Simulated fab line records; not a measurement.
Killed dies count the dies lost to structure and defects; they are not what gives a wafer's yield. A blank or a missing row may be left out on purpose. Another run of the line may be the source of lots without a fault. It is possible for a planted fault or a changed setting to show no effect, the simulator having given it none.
A lot that was struck, set against a sound lot -- flow sky130 -- 15 out of 708 route steps
Sound: the wafers L602.1, L602.4, L602.6. Wafers L606.1, L606.4, L606.5 were the ones struck. At the end, the cause is stated.
Order at every step that has rows: each side's tool, ch and its chambers, its first start. Under that, the readings that differ: sound wafers -- struck wafers -- difference of the means -- sigmas: that difference in standard deviations of wafers without a fault.
alike: a reading whose means differ by less than 2 such deviations, as well as words and numbers matching on both sides. not compared: withheld readings; readings where some wafer has no value; bounds like >300 that might hide an equal value; numbers whose values overlap and for which the record gives no deviation.
Wherever a step has rows on one side only, a row that says differs or no value, or a row with sigmas, the two part there. Non-overlapping numbers with no deviation appear without sigmas and do not part them. A reading missing from all wafers of one side parts the sides only when that side holds two or more wafers.

first, 8 steps without rows for these wafers: SKY_LI_CONTACT_DEHYDRATE_04 (time 60 s); SKY_LI_CONTACT_HMDS_05 (prime time 60 s); SKY_LI_CONTACT_COAT_06 (resist thk 60 nm); SKY_LI_CONTACT_COAT_07 (resist thk 450 nm); SKY_LI_CONTACT_SOFTBAKE_08 (time 90 s); SKY_LI_CONTACT_EXPOSE_09 (exposes mask LICM1, target cd 170 nm); SKY_LI_CONTACT_PEB_10; SKY_LI_CONTACT_DEVELOP_11 (develop time 60 s).
SKY_LI_CONTACT_CD_MEAS_12: target cd 170 nm.
  sound on cd-sem-01 at day 30 13:11; struck on cd-sem-01 at day 31 18:25
  alike: cd-nm
SKY_LI_CONTACT_OVL_MEAS_13:
  sound on overlay-01 at day 30 13:19; struck on overlay-02 at day 31 18:32
  alike: LI_CONTACT_OVL
SKY_LI_CONTACT_ETCH_14: etches BARC in N2/H2, stops on SiO2, time 45.9 s, target depth 60 nm.
  sound on rie-diel-04 ch 1,2, day 30 13:20; struck on rie-diel-01 ch 1,3, day 31 18:34
  alike: drypump-motor-current-A, oes-product-au, throttle-valve-pct
  not compared: rf-hours-counter-h
SKY_LI_CONTACT_ETCH_15: etches PSG in C4F8/O2/Ar, stops on Si, target depth 600 nm.
  sound on rie-diel-04 ch 1,2, day 30 13:23; struck on rie-diel-01 ch 1,3, day 31 18:37
  alike: oes-product-au
SKY_LI_CONTACT_STRIP_16: strips in O2/N2.
  sound on plasma-asher-04 ch 0,1, day 30 13:28; struck on plasma-asher-04 ch 0,1, day 31 18:41
  no value came back on the struck wafers for chamber-pressure-mTorr (mTorr), drypump-motor-current-A (A), oes-product-au (a.u.), strip-time-to-endpoint-s (s); on the sound wafers chamber-pressure-mTorr (mTorr) reads 1501.5 1498.7 1500.0
reading,sound,struck,difference,sigmas
model.KrF-thick_of_LI_CONTACT_COAT_07.thk-nm (nm),0 0 0,231.5 232 231.7,+231.7,
  not compared: rf-hours-counter-h
then, 1 step without rows for these wafers: SKY_LI_CONTACT_CLEAN_17 (cleans in NMP, time 600 s).
-- a jump in the record: the struck wafers' starts before and after are 16 days apart (it breaks off in module LI_CONTACT and resumes in module PAD_OPEN, where the first step shown is number 708 of the route) --
SKY_PAD_OPEN_PROBE_99:
  sound on prober-02 at day 47 00:35; struck on prober-02 at day 47 15:57
reading,sound,struck,difference,sigmas
killed-at-contacts,24 32 24,441 444 431,+412,+78
killed-dies,77 107 85,492 492 492,+402,+40
killed-on-rim,18 23 20,96 96 96,+76,+20
  alike: killed_at_M0_to_M3, killed_at_M4_up, killed-at-front-end, killed-at-other, killed-open, killed-short

WHERE THEY PART
At SKY_LI_CONTACT_STRIP_16 first; at SKY_PAD_OPEN_PROBE_99 last (within this record only).

WHY: whatever the simulator had introduced
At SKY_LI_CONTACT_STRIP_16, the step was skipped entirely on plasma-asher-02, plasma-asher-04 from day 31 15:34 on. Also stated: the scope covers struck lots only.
